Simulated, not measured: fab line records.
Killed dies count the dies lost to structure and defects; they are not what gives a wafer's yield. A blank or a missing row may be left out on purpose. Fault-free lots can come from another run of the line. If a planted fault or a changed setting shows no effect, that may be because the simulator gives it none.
Check of tool commonality	flow sky130	Sampled: 13 lots, 39 wafers

## REASON FOR OPENING
1 of 13 lots carry a flag on the reading LDD_N_TW at SKY_LDD_N_TW_MEAS_17. Wafers without a fault read 2574, standard deviation 18.
Rule: a lot is flagged in two cases, either no wafer of it has a number, or all its wafers with numbers fall more than 4 standard deviations from that mean. The other lots count as sound.

lot	measured	on	LDD_N_TW, wafer by wafer	flag
L935	day 17 11:58	film_metro-02	2588 2582 2585	
L938	day 18 23:04	film_metro-02	30 30 30	FLAGGED
L943	day 20 23:14	film_metro-02	2582 2579 2576	
L947	day 22 03:58	film_metro-01	2541 2536 2535	
L948	day 22 15:42	film_metro-01	2546 2547 2539	
L949	day 23 04:37	film_metro-02	2586 2582 2571	
L950	day 23 13:01	film_metro-02	2599 2579 2587	
L951	day 23 20:22	film_metro-03	2577 2564 2566	
L952	day 24 03:38	film_metro-03	2581 2587 2573	
L953	day 24 07:17	film_metro-03	2593 2565 2583	
L954	day 25 02:20	film_metro-02	2571 2578 2570	
L956	day 25 14:44	film_metro-03	2582 2585 2588	
L957	day 27 05:56	film_metro-02	2582 2589 2591	
Averaged over the flagged lots the numbers come to 30, -2544 from the usual (-99 or more standard deviations).

## LOT BY LOT: THE TOOL USED
The record keeps 1 process step preceding the reading, out of 708 steps on the route. Read each cell as the tool, then ch plus the chambers that the sampled wafers visited, then the start.
lot	flag	SKY_LDD_N_EXPOSE_04
L935		iline_stepper-02 ch 0, day 16 20:35
L938	FLAGGED	iline_stepper-01 ch 0, day 18 07:00
L943		iline_stepper-02 ch 0, day 20 06:34
L947		iline_stepper-02 ch 0, day 21 11:08
L948		iline_stepper-02 ch 0, day 21 23:04
L949		iline_stepper-01 ch 0, day 22 12:18
L950		iline_stepper-01 ch 0, day 22 20:19
L951		iline_stepper-02 ch 0, day 23 04:35
L952		iline_stepper-02 ch 0, day 23 11:22
L953		iline_stepper-01 ch 0, day 23 15:35
L954		iline_stepper-01 ch 0, day 24 12:29
L956		iline_stepper-01 ch 0, day 24 22:39
L957		iline_stepper-01 ch 0, day 26 13:56
What these steps do:
- SKY_LDD_N_EXPOSE_04: exposes mask NTM, target cd 840 nm.
- SKY_LDD_N_TW_MEAS_17

## FLAGGED OVER TOTAL, TOOL BY TOOL (the gauges that took the reading come last)
step	tool	lots run	flagged	share of the flagged lots	sound lots run after its first flagged lot
SKY_LDD_N_EXPOSE_04	iline_stepper-01	7	1	all	6 (L949,L950,L953,L954,L956,L957)
SKY_LDD_N_EXPOSE_04	iline_stepper-02	6	0	none	-
SKY_LDD_N_TW_MEAS_17	film_metro-01	2	0	none	-
SKY_LDD_N_TW_MEAS_17	film_metro-02	7	1	all	5 (L943,L949,L950,L954,L957)
SKY_LDD_N_TW_MEAS_17	film_metro-03	4	0	none	-

## WHAT IS ALLOWED BY THE TABLE
Rows of the table that ran all the flagged lots, 2 in number: iline_stepper-01 at SKY_LDD_N_EXPOSE_04; film_metro-02 at SKY_LDD_N_TW_MEAS_17.
- iline_stepper-01 at SKY_LDD_N_EXPOSE_04: 1 of its 7 lots flagged. Sound lots followed the first flagged one (L949, L950, L953, L954, L956, L957) on it, something a lasting fault affecting the whole tool could not allow.
- film_metro-02 at SKY_LDD_N_TW_MEAS_17: 1 of its 7 lots flagged. Sound lots followed the first flagged one (L943, L949, L950, L954, L957) on it, something a lasting fault affecting the whole tool could not allow.
None of the table's rows ran every flagged lot and, after the first, no sound lot.

## WHAT THE SIMULATOR HAD INSERTED
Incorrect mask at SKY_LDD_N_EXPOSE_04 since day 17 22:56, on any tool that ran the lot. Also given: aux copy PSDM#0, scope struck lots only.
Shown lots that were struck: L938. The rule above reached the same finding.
